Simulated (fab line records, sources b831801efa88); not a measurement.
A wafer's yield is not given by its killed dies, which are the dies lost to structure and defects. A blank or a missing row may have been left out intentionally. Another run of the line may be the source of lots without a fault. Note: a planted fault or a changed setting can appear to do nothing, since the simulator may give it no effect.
Shared-tool check / flow gf180mcu / Lots sampled 13, wafers sampled 39

THE REASON FOR OPENING IT
2 of 13 lots carry a flag on the reading HV_LDD_CVD_56_THK at GF_HV_LDD_THK_MEAS_57. No-fault wafers: 89.8 nm, standard deviation 0.78.
Rule: a lot is flagged when every wafer of it that has a number lies more than 4 standard deviations from that mean, or none has a number. The rest of the lots are taken to be sound.

lot=L595; measured=day 12 19:37; on=film_metro-02; HV_LDD_CVD_56_THK (nm), wafer by wafer=90.1 90.7 89.5; flag=
lot=L596; measured=day 12 21:02; on=film_metro-04; HV_LDD_CVD_56_THK (nm), wafer by wafer=89.7 89.0 88.9; flag=
lot=L598; measured=day 13 18:23; on=film_metro-01; HV_LDD_CVD_56_THK (nm), wafer by wafer=90.4 89.4 90.2; flag=
lot=L597; measured=day 13 19:49; on=film_metro-02; HV_LDD_CVD_56_THK (nm), wafer by wafer=91.4 89.9 90.8; flag=
lot=L599; measured=day 13 21:15; on=film_metro-04; HV_LDD_CVD_56_THK (nm), wafer by wafer=90.4 91.4 90.1; flag=
lot=L601; measured=day 14 14:28; on=film_metro-02; HV_LDD_CVD_56_THK (nm), wafer by wafer=89.4 89.4 89.9; flag=
lot=L600; measured=day 14 14:28; on=film_metro-01; HV_LDD_CVD_56_THK (nm), wafer by wafer=90.8 91.4 90.8; flag=
lot=L606; measured=day 16 07:16; on=film_metro-04; HV_LDD_CVD_56_THK (nm), wafer by wafer=89.5 90.3 89.7; flag=
lot=L608; measured=day 16 21:57; on=film_metro-04; HV_LDD_CVD_56_THK (nm), wafer by wafer=96.3 97.2 96.4; flag=FLAGGED
lot=L609; measured=day 17 07:05; on=film_metro-04; HV_LDD_CVD_56_THK (nm), wafer by wafer=96.3 96.6 96.2; flag=FLAGGED
lot=L611; measured=day 17 17:59; on=film_metro-01; HV_LDD_CVD_56_THK (nm), wafer by wafer=90.2 90.2 90.8; flag=
lot=L612; measured=day 18 03:53; on=film_metro-04; HV_LDD_CVD_56_THK (nm), wafer by wafer=90.6 90.4 90.0; flag=
lot=L618; measured=day 20 07:40; on=film_metro-04; HV_LDD_CVD_56_THK (nm), wafer by wafer=89.9 90.6 90.2; flag=
The numbers of the flagged lots are 96.5 nm on average: +6.7 nm against the usual, or +9 standard deviations.

LOT BY LOT: THE TOOL USED
The record keeps 1 process step preceding the reading, out of 602 steps on the route. Cell contents, in order: the tool; ch with the chambers the sampled wafers went through; the start.
lot=L595; flag=; GF_HV_LDD_CVD_56=lpcvd-02 ch 1, day 12 18:09
lot=L596; flag=; GF_HV_LDD_CVD_56=lpcvd-02 ch 1, day 12 19:35
lot=L598; flag=; GF_HV_LDD_CVD_56=lpcvd-01 ch 0, day 13 16:56
lot=L597; flag=; GF_HV_LDD_CVD_56=lpcvd-01 ch 1, day 13 18:22
lot=L599; flag=; GF_HV_LDD_CVD_56=lpcvd-01 ch 1, day 13 19:48
lot=L601; flag=; GF_HV_LDD_CVD_56=lpcvd-01 ch 0, day 14 13:01
lot=L600; flag=; GF_HV_LDD_CVD_56=lpcvd-01 ch 0, day 14 13:01
lot=L606; flag=; GF_HV_LDD_CVD_56=lpcvd-02 ch 1, day 16 05:50
lot=L608; flag=FLAGGED; GF_HV_LDD_CVD_56=lpcvd-02 ch 0, day 16 20:31
lot=L609; flag=FLAGGED; GF_HV_LDD_CVD_56=lpcvd-02 ch 0, day 17 05:39
lot=L611; flag=; GF_HV_LDD_CVD_56=lpcvd-01 ch 1, day 17 16:32
lot=L612; flag=; GF_HV_LDD_CVD_56=lpcvd-01 ch 0, day 18 02:27
lot=L618; flag=; GF_HV_LDD_CVD_56=lpcvd-01 ch 1, day 20 06:14
What the steps here do:
- GF_HV_LDD_CVD_56: deposits Si3N4 from DCS/NH3, target thk 90 nm, time 1543 s.
- GF_HV_LDD_THK_MEAS_57

FLAGGED OVER TOTAL, TOOL BY TOOL (the gauges that took the reading come last)
step=GF_HV_LDD_CVD_56; tool=lpcvd-01; lots run=8; flagged=0; share of the flagged lots=none; sound lots run after its first flagged lot=-
step=GF_HV_LDD_CVD_56; tool=lpcvd-02; lots run=5; flagged=2; share of the flagged lots=all; sound lots run after its first flagged lot=0
step=GF_HV_LDD_THK_MEAS_57; tool=film_metro-01; lots run=3; flagged=0; share of the flagged lots=none; sound lots run after its first flagged lot=-
step=GF_HV_LDD_THK_MEAS_57; tool=film_metro-02; lots run=3; flagged=0; share of the flagged lots=none; sound lots run after its first flagged lot=-
step=GF_HV_LDD_THK_MEAS_57; tool=film_metro-04; lots run=7; flagged=2; share of the flagged lots=all; sound lots run after its first flagged lot=2 (L612,L618)

WHAT IS ALLOWED BY THE TABLE
Every flagged lot went through 2 rows of the table: lpcvd-02 at GF_HV_LDD_CVD_56 and film_metro-04 at GF_HV_LDD_THK_MEAS_57.
- lpcvd-02 at GF_HV_LDD_CVD_56: 2 of its 5 lots flagged. Last sound lot L606 at day 16 05:50, first flagged lot L608 at day 16 20:31; a fault beginning in between fits.
- film_metro-04 at GF_HV_LDD_THK_MEAS_57: 2 of its 7 lots flagged. After the first flagged lot (L612, L618), sound lots still ran on it; a lasting fault on the whole tool would not permit that.
One tool is left: lpcvd-02 at GF_HV_LDD_CVD_56.

WHAT HAD BEEN PUT IN BY THE SIMULATOR
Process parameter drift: lpcvd-02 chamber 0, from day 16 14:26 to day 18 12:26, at GF_HV_LDD_CVD_56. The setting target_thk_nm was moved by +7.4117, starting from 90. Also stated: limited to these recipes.
Shown lots that were struck: L608, L609. This agrees with what the rule above found.
